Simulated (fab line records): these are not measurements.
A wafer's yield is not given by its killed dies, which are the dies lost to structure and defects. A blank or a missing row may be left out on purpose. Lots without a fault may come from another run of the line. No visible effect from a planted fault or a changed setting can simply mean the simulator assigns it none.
A lot that was struck, set against a sound lot | flow sky130 | 16 steps out of a route of 708
Sound: wafers L172.3, L172.4, L172.6. Struck: wafer L186.4 (L186.1, L186.5, from the same lot, were not struck and are left out); the cause is given at the end.
Order at every step that has rows: each side's tool, ch and its chambers, its first start. Under that, the readings that differ: sound wafers | struck wafers | difference of the means | sigmas: that difference in standard deviations of wafers without a fault.
alike: words and numbers the same on both sides, and readings whose means are apart by under 2 such deviations; not compared: readings that were withheld, readings missing a value for some wafer, numbers with overlapping values and no deviation given by the record, and bounds like >300 which may hide the same value.
The two part at a step that has a row with sigmas, a row that says differs or no value, or rows on one side only. Non-overlapping numbers with no deviation appear without sigmas and do not part them. A reading missing from all wafers of one side parts the sides only when that side holds two or more wafers.

first, 2 steps without rows for these wafers: SKY_METAL3_PEB_11; SKY_METAL3_DEVELOP_12 (develop time 60 s).
SKY_METAL3_CD_MEAS_13: target cd 300 nm.
  struck on cd sem-02, day 43 14:34; sound on cd sem-02, day 39 21:17
  alike: cd nm
SKY_METAL3_OVL_MEAS_14:
  struck on overlay-02, day 43 14:41; sound on overlay-02, day 39 21:23
  reading         | sound    | struck | difference | sigmas
  METAL3_OVL (nm) | -8 -2 -8 | 8      | +14        | +2
then, 1 step without rows for these wafers: SKY_METAL3_DESCUM_15 (chemistry O2, time 8 s).
SKY_METAL3_ETCH_16: etches BARC in N2/H2, stops on SiO2, time 88.2 s, target depth 60 nm.
  sound on rie metal-02 ch 0,1, day 39 21:28; struck on rie metal-02 ch 0, day 43 14:44
  alike: drypump motor current A, h2 flow sccm, n2 flow sccm, oes product au, throttle valve pct
  not compared: rf hours counter h
SKY_METAL3_ETCH_17: etches SiO2 in C4F8/O2/Ar, stops on TiN, time 3.9 s, target depth 15 nm.
  sound on rie diel-04 ch 0,3, day 39 21:32; struck on rie diel-04 ch 0, day 43 14:50
  alike: oes product au
  not compared: rf hours counter h
SKY_METAL3_METAL_ETCH_18: etches the open film in Cl2/BCl3, stops on SiO2, target depth 845 nm, time 183.1 s.
  sound on rie metal-03 ch 0,1, day 39 21:37; struck on rie metal-04 ch 0, day 43 14:52
  reading                     | sound             | struck | difference | sigmas
  drypump motor current A (A) | 5.5 5.9 5.5       | 6.5    | +0.9       | +2
  oes product au (a.u.)       | 0.872 0.884 0.870 | 0.862  | -0.013     | -2
  alike: throttle valve pct
  not compared: rf hours counter h
SKY_METAL3_STRIP_19: strips in O2/N2.
  sound on plasma asher-02 ch 0,1, day 39 21:46; struck on plasma asher-04 ch 0, day 43 15:02
  alike: drypump motor current A, n2 flow sccm, oes product au, strip time to endpoint s
  not compared: rf hours counter h
then, 3 steps without rows for these wafers: SKY_METAL3_STRIP_20 (strips in post etch residue remover, time 1200 s); SKY_METAL3_CLEAN_21 (cleans in IPA, time 180 s); SKY_METAL3_CLEAN_22 (cleans in O3/DIW).
SKY_VIA3_HDPCVD_00: deposits SiO2, target thk 1635 nm, time 272.5 s.
  sound on hdpcvd-02 ch 0,2, day 39 22:20; struck on hdpcvd-02 ch 0, day 43 15:38
  reading                                  | sound          | struck | difference | sigmas
  model.SiO2_of_VIA3_HDPCVD_00.thk nm (nm) | 1635 1643 1643 | 1200   | -440       |
SKY_VIA3_THK_MEAS_01:
  struck on film metro-03, day 43 15:48; sound on film metro-04, day 39 22:31
  reading              | sound          | struck | difference | sigmas
  VIA3_HDPCVD_THK (nm) | 1635 1641 1643 | 1199   | -441       | -28
SKY_VIA3_CMP_02: polishes SiO2.
  sound on cmp-02 ch 1,3, day 39 22:37; struck on cmp-01 ch 3, day 43 15:58
  alike: motor current A
-- the record jumps here: 6 days lie between the struck wafers' starts before and after (it left off in module VIA3 and takes up again in module PAD_OPEN, whose first step shown is number 708 of the route) --
SKY_PAD_OPEN_PROBE_99:
  struck on prober-01, day 50 00:37; sound on prober-02, day 46 22:38
  reading                               | sound                | struck    | difference | sigmas
  model.etest.tester.sort_bin_3_pct (%) | 0 1.016 0.6098       | 6.098     | +5.556     |
  model.etest.met4 comb.leak log10 a um | -11.93 -11.94 -12.04 | -9.535    | +2.435     |
  model.etest.tester.sort_bin_8_pct (%) | 0 0 0                | 1.361e-07 | +1.361e-07 |
  alike: defect limited yield, killed_at_M0_to_M3, killed_at_M4_up, killed at contacts, killed at front end, killed at other, killed dies, killed open, killed short
  not compared: model.etest.tester.sort_bin_4_pct

== WHERE THEY PART ==
Earliest at SKY_METAL3_OVL_MEAS_14; latest, in this record, at SKY_VIA3_THK_MEAS_01. Later steps at which nothing parts them and some readings are alike: SKY_VIA3_CMP_02, SKY_PAD_OPEN_PROBE_99.

WHY: the cause the simulator had injected
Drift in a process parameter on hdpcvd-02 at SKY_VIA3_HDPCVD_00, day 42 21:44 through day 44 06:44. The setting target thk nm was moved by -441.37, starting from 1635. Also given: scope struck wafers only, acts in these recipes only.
